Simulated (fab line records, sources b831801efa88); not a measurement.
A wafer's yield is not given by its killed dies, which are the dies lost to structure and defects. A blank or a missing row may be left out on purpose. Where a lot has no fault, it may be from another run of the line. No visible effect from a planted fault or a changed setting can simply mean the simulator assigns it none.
Matching of chambers    flow sky130    SKY_VIA4_HDPCVD_00 on hdpcvd-02 has 3 sister chambers
The step deposits SiO2, target thk 1750 nm, time 291.7 s. 3 wafers are shown with their chamber, then 7 later ones without.

WAFERS, EACH WITH ITS CHAMBER
wafer   chamber  runLengthS (s)
L277.1  1        318.3
L279.1  2        319.5
L279.2  0        319.2

WAFERS MISSING THEIR CHAMBER
wafer   runLengthS (s)
L279.3  318.6
L281.1  319.9
L281.5  319.4
L281.6  318.3
L282.1  318.6
L282.4  319.4
L282.6  320.0

CHAMBER TAKEN BY EACH
wafer   from the rows above      in truth
L279.3  can't be placed: 1 or 0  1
L281.1  can't be placed: 2 or 0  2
L281.5  can't be placed: 2 or 0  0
L281.6  1                        1
L282.1  can't be placed: 1 or 0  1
L282.4  can't be placed: 2 or 0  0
L282.6  can't be placed: 2 or 0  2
Correct placement for 1 of the 7. From these rows, 6 cannot be placed; in 6 the true chamber is one of the candidates. Number placed wrongly: 0.
How it was worked out, from the rows above alone: a wafer's distance from a chamber is the root of the sum, over the readings, of the square of ((its reading less the chamber's mean) divided by the reading's scatter). The wafer belongs to the nearest chamber; if the next one is less than 2 further off, it can't be placed. A chamber's mean is the mean of its shown wafers. The scatter: root of mean squared gap, hidden wafer to nearest shown wafer, with one shown wafer a chamber.
